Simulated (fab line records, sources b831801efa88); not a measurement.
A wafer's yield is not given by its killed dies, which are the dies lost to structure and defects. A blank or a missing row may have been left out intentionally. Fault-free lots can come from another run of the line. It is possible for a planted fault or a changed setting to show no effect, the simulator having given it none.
Check for tools in common -- flow gf180mcu -- Sample size 13 lots and 39 wafers

REASON IT WAS OPENED
Of 13 lots, 2 have the reading POLY_GATE_CVD_00_THK flagged at GF_POLY_GATE_THK_MEAS_01. Fault-free wafers read 199.9 nm, with a standard deviation of 2.1.
Rule: a lot gets a flag if all its wafers with a number sit over 4 standard deviations from that mean, or if no wafer of it has a number. The rest of the lots are taken to be sound.

lot,measured,on,"POLY_GATE_CVD_00_THK (nm), wafer by wafer",flag
L598,day 8 15:19,film_metro-04,201.9 201.1 201.3,
L599,day 8 18:26,film_metro-02,198.0 200.0 200.1,
L600,day 9 03:02,film_metro-03,195.2 196.3 195.0,
L604,day 10 05:57,film_metro-04,196.8 197.7 199.0,
L605,day 10 15:52,film_metro-04,201.6 199.5 201.3,
L608,day 11 12:31,film_metro-02,202.4 201.9 202.3,
L609,day 11 21:02,film_metro-02,201.2 199.9 202.3,
L610,day 12 06:14,film_metro-02,126.5 127.2 125.8,FLAGGED
L611,day 12 09:01,film_metro-03,197.8 197.4 197.9,
L612,day 12 14:09,film_metro-02,129.2 128.8 128.0,FLAGGED
L618,day 14 08:29,film_metro-02,197.9 197.0 198.1,
L620,day 15 01:31,film_metro-02,202.9 204.0 203.5,
L621,day 15 08:24,film_metro-03,201.1 199.5 200.8,
The mean of the flagged lots' numbers is 127.6 nm, -72.3 nm from the usual (-34 standard deviations).

TOOL THAT RAN EACH LOT
The record holds 1 process step before the reading, out of a route of 602 steps. In each cell: the tool, then ch and the chambers that the sampled wafers went through, then the start.
lot,flag,GF_POLY_GATE_CVD_00
L598,,"lpcvd-02 ch 1, day 8 13:59"
L599,,"lpcvd-02 ch 0, day 8 17:05"
L600,,"lpcvd-02 ch 0, day 9 01:43"
L604,,"lpcvd-01 ch 1, day 10 03:56"
L605,,"lpcvd-01 ch 1, day 10 14:31"
L608,,"lpcvd-02 ch 0, day 11 11:10"
L609,,"lpcvd-02 ch 0, day 11 19:41"
L610,FLAGGED,"lpcvd-02 ch 0, day 12 03:14"
L611,,"lpcvd-01 ch 1, day 12 07:41"
L612,FLAGGED,"lpcvd-02 ch 0, day 12 12:47"
L618,,"lpcvd-01 ch 1, day 14 07:08"
L620,,"lpcvd-02 ch 0, day 15 00:11"
L621,,"lpcvd-01 ch 0, day 15 07:04"
What is done by these steps:
- GF_POLY_GATE_CVD_00: deposits poly-Si, target thk 200 nm, time 1200 s.
- GF_POLY_GATE_THK_MEAS_01

FLAGGED AGAINST TOTAL, ONE TOOL AT A TIME (gauges that did the reading follow at the end)
step,tool,lots run,flagged,share of the flagged lots,sound lots run after its first flagged lot
GF_POLY_GATE_CVD_00,lpcvd-01,5,0,none,-
GF_POLY_GATE_CVD_00,lpcvd-02,8,2,all,1 (L620)
GF_POLY_GATE_THK_MEAS_01,film_metro-02,7,2,all,"2 (L618,L620)"
GF_POLY_GATE_THK_MEAS_01,film_metro-03,3,0,none,-
GF_POLY_GATE_THK_MEAS_01,film_metro-04,3,0,none,-

WHAT IS ALLOWED BY THE TABLE
lpcvd-02 at GF_POLY_GATE_CVD_00 and film_metro-02 at GF_POLY_GATE_THK_MEAS_01 are the 2 rows of the table that ran each flagged lot.
- lpcvd-02 at GF_POLY_GATE_CVD_00 ran 8 lots, 2 of them flagged. Sound lots ran on it after the first flagged one (L620), which a lasting fault on the whole tool wouldn't allow.
- film_metro-02 at GF_POLY_GATE_THK_MEAS_01 ran 7 lots, 2 of them flagged. Sound lots ran on it after the first flagged one (L618, L620), which a lasting fault on the whole tool wouldn't allow.
There is no row in the table that ran each flagged lot and no sound lot after the first.

WHAT THE SIMULATOR HAD INSERTED
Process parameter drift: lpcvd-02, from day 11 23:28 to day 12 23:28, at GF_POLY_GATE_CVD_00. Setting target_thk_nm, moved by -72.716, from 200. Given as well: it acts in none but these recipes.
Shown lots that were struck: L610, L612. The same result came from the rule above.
